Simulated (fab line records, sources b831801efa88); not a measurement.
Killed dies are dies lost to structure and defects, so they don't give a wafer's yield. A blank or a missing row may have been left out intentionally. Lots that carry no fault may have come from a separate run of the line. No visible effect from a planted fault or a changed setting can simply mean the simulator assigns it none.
Chamber matching || flow sky130 || rie diel-03 running SKY_VIA3_ETCH_15: 4 sister chambers
The step etches SiO2 in C4F8/O2/Ar, stops on TiN, target depth 507 nm, time 78 s. 4 wafers are shown with their chamber, then 8 later ones without.

EACH WAFER AND ITS CHAMBER
{"wafer": "L087.1", "chamber": 0, "oes product au (a.u.)": 0.951}
{"wafer": "L087.2", "chamber": 1, "oes product au (a.u.)": 0.955}
{"wafer": "L087.4", "chamber": 2, "oes product au (a.u.)": 0.941}
{"wafer": "L091.1", "chamber": 3, "oes product au (a.u.)": 0.940}

WAFERS WITH NO CHAMBER GIVEN
{"wafer": "L091.2", "oes product au (a.u.)": 0.942}
{"wafer": "L091.4", "oes product au (a.u.)": 0.949}
{"wafer": "L094.2", "oes product au (a.u.)": 0.949}
{"wafer": "L094.3", "oes product au (a.u.)": 0.954}
{"wafer": "L094.6", "oes product au (a.u.)": 0.943}
{"wafer": "L097.1", "oes product au (a.u.)": 0.936}
{"wafer": "L097.2", "oes product au (a.u.)": 0.939}
{"wafer": "L097.6", "oes product au (a.u.)": 0.943}

CHAMBER TAKEN BY EACH
{"wafer": "L091.2", "from the rows above": "can't be placed: 2 or 3", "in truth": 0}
{"wafer": "L091.4", "from the rows above": "can't be placed: 0 or 1", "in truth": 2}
{"wafer": "L094.2", "from the rows above": "can't be placed: 0 or 1", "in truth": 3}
{"wafer": "L094.3", "from the rows above": "can't be placed: 1 or 0", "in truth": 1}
{"wafer": "L094.6", "from the rows above": "can't be placed: 2 or 3", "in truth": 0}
{"wafer": "L097.1", "from the rows above": "can't be placed: 3 or 2", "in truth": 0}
{"wafer": "L097.2", "from the rows above": "can't be placed: 3 or 2", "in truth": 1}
{"wafer": "L097.6", "from the rows above": "can't be placed: 2 or 3", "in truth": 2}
Placed correctly: 0 of 8. Can't be placed from these rows: 8 (the true chamber is among the candidates in 2). Placed wrongly: 0.
How it was worked out, from the rows above alone: a wafer's distance from a chamber is the root of the sum, over the readings, of the square of ((its reading less the chamber's mean) divided by the reading's scatter). If the next closest chamber is less than 2 further off than the closest, the wafer can't be placed; otherwise it belongs to the closest. A chamber's mean is the mean of its shown wafers. The scatter: with one shown wafer a chamber, the root of the mean of the squares of how far each hidden wafer lies from its nearest shown one.
